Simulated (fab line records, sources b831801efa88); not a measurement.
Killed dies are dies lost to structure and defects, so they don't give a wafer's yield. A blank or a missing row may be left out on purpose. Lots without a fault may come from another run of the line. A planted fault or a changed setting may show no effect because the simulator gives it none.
Chamber matching | flow sky130 | SKY_CONTACT_ETCH_17 on rie_diel-03: 4 sister chambers
The step etches SiO2 in C4F8/O2/Ar, stops on Si3N4, target depth 340 nm. 8 wafers are shown with their chamber, then 9 later ones without.

WAFERS WITH THEIR CHAMBER
wafer  | chamber | bias_w (W) | oes_product_au (a.u.)
L084.5 | 2       | 1198       | 0.897
L086.4 | 1       | 1192       | 0.901
L091.2 | 3       | 1199       | 0.906
L091.3 | 0       | 1202       | 0.901
L091.6 | 1       | 1200       | 0.893
L094.1 | 3       | 1201       | 0.896
L094.3 | 0       | 1200       | 0.909
L094.5 | 2       | 1204       | 0.895

WAFERS WITHOUT THEIR CHAMBER
wafer  | bias_w (W) | oes_product_au (a.u.)
L093.1 | 1200       | 0.899
L093.2 | 1196       | 0.892
L093.4 | 1201       | 0.895
L095.2 | 1195       | 0.896
L095.3 | 1202       | 0.901
L095.5 | 1197       | 0.894
L096.1 | 1199       | 0.904
L096.2 | 1199       | 0.896
L096.4 | 1200       | 0.887

WHICH CHAMBER EACH WENT THROUGH
wafer  | from the rows above               | in truth
L093.1 | can't be placed: 3 or 2 or 0 or 1 | 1
L093.2 | can't be placed: 1 or 2 or 3 or 0 | 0
L093.4 | can't be placed: 2 or 3 or 1 or 0 | 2
L095.2 | can't be placed: 1 or 2 or 3      | 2
L095.3 | can't be placed: 3 or 0 or 2 or 1 | 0
L095.5 | can't be placed: 1 or 2 or 3 or 0 | 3
L096.1 | can't be placed: 0 or 3 or 1 or 2 | 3
L096.2 | can't be placed: 2 or 1 or 3 or 0 | 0
L096.4 | can't be placed: 2 or 1 or 3 or 0 | 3
Placed correctly: 0 of 9. Can't be placed from these rows: 9 (the true chamber is among the candidates in 9). Placed wrongly: 0.
How it was worked out, from the rows above alone: a wafer's distance from a chamber is the root of the sum, over the readings, of the square of ((its reading less the chamber's mean) divided by the reading's scatter). The wafer belongs to the nearest chamber; if the next one is less than 2 further off, it can't be placed. A chamber's mean is the mean of its shown wafers. The scatter: the root of (the sum of the squares of (reading less its chamber's mean) over the shown wafers, divided by (wafers less chambers)).
